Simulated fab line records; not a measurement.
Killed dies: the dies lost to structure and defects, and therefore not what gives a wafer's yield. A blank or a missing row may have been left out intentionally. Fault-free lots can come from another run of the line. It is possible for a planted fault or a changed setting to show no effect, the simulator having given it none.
Chamber matching | flow sky130 | 4 sister chambers for SKY_CONTACT_ETCH_16 on rieDiel-01
The step etches BARC in N2/H2, stops on SiO2, time 45.9 s, target depth 60 nm. 8 wafers are shown with their chamber, then 9 later ones without.

EACH WAFER AND ITS CHAMBER
wafer  | chamber | drypumpMotorCurrentA (A) | oesProductAu (a.u.)
L084.6 | 0       | 6.0                      | 0.860
L086.5 | 1       | 5.5                      | 0.857
L086.6 | 2       | 5.6                      | 0.858
L088.1 | 1       | 5.5                      | 0.859
L088.3 | 2       | 5.6                      | 0.848
L093.2 | 3       | 6.0                      | 0.845
L093.3 | 0       | 5.9                      | 0.850
L093.5 | 3       | 6.0                      | 0.859

WAFERS WITH NO CHAMBER GIVEN
wafer  | drypumpMotorCurrentA (A) | oesProductAu (a.u.)
L094.1 | 5.6                      | 0.851
L094.2 | 5.5                      | 0.849
L094.6 | 6.0                      | 0.858
L095.1 | 5.9                      | 0.861
L095.2 | 5.6                      | 0.854
L095.3 | 5.5                      | 0.853
L097.3 | 5.5                      | 0.855
L097.4 | 6.0                      | 0.856
L097.5 | 5.5                      | 0.858

EACH ONE'S CHAMBER
wafer  | from the rows above     | in truth
L094.1 | 2                       | 2
L094.2 | can't be placed: 1 or 2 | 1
L094.6 | can't be placed: 3 or 0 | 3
L095.1 | can't be placed: 0 or 3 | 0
L095.2 | 2                       | 2
L095.3 | 1                       | 1
L097.3 | 1                       | 1
L097.4 | can't be placed: 3 or 0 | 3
L097.5 | 1                       | 1
Correctly placed: 5 of 9. Unplaceable from these rows: 4, with the true chamber sitting among the candidates in 4. 0 placed wrongly.
How it was worked out, from the rows above alone: a wafer's distance from a chamber is the root of the sum, over the readings, of the square of ((its reading less the chamber's mean) divided by the reading's scatter). The wafer belongs to the nearest chamber; if the next one is less than 2 further off, it can't be placed. Each chamber's mean is taken over the wafers shown for it. The scatter: the root of (the sum of the squares of (reading less its chamber's mean) over the shown wafers, divided by (wafers less chambers)).
